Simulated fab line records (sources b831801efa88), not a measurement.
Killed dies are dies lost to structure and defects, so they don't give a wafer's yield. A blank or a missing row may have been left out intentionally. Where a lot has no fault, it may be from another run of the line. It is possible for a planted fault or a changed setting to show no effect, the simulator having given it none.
Comparing a struck lot with a sound one / flow gf180mcu / 14 steps out of a route of 602
Sound: these wafers, L352.1, L352.3, L352.4. Wafers struck: L367.1, L367.2, L367.4. The cause is named last.
Each step with rows lists, per side, the tool, then ch with its chambers, then its first start. Under that, the readings that differ: sound wafers / struck wafers / difference of the means / sigmas: that difference in standard deviations of wafers without a fault.
alike: words and numbers the same on both sides, and readings whose means are apart by under 2 such deviations; not compared: readings that were withheld, readings missing a value for some wafer, numbers with overlapping values and no deviation given by the record, and bounds like >300 which may hide the same value.
A row with sigmas, a row that says differs or no value, or rows on one side alone: a step with any of these is where the two part. Numbers that don't overlap but have no deviation are shown without sigmas and don't part them. A reading that every wafer of one side lacks parts them only if that side has two wafers or more.

first, 2 steps without rows for these wafers: GF_MVPSD_PEB_05; GF_MVPSD_DEVELOP_06 (develop time 60 s).
GF_MVPSD_OVL_MEAS_07:
  sound on overlay-02, day 5 07:09; struck on overlay-02, day 8 23:53
  alike: MVPSD_OVL
then, 2 steps without rows for these wafers: GF_MVPSD_IMPLANT_08; GF_MVPSD_IMPLANT_09.
GF_MVPSD_STRIP_10: strips in O2/N2.
  sound on plasma_asher-04 ch 0,1, day 5 07:29; struck on plasma_asher-04 ch 0,1, day 9 00:13
reading=strip_time_to_endpoint_s (s); sound=36.89 36.93 36.87; struck=37.14 37.08 37.11; difference=+0.21; sigmas=+2
  alike: drypump_motor_current_A, heater_power_w, oes_product_au
  not compared: rf_hours_counter_h
GF_MVPSD_TW_MEAS_11:
  sound on film_metro-04, day 5 07:35; struck on film_metro-02, day 9 00:19
reading=MVPSD_TW; sound=549 546 548; struck=566 568 566; difference=+19; sigmas=+2
then, 5 steps without rows for these wafers: GF_VT_IMPLANT_DEHYDRATE_00 (time 60 s); GF_VT_IMPLANT_HMDS_01 (prime time 60 s); GF_VT_IMPLANT_COAT_02 (resist thk 1000 nm); GF_VT_IMPLANT_SOFTBAKE_03 (time 60 s); GF_VT_IMPLANT_EXPOSE_04 (exposes mask LVPWELL LV AREA, target cd 600 nm).
GF_VT_IMPLANT_PEB_05:
  sound on litho_track-03 ch 0, day 5 21:12; struck on litho_track-03, day 9 16:35
reading=exhaust_pa (Pa); sound=44.5 43.8 44.9; struck=- - -; difference=no value on the struck wafers; sigmas=
  not compared: chill_plate_temp_C
then, 1 step without rows for these wafers: GF_VT_IMPLANT_DEVELOP_06 (develop time 60 s).

== WHERE THEY PART ==
Earliest at GF_MVPSD_STRIP_10; latest, in this record, at GF_VT_IMPLANT_PEB_05.

WHY: the cause the simulator had injected
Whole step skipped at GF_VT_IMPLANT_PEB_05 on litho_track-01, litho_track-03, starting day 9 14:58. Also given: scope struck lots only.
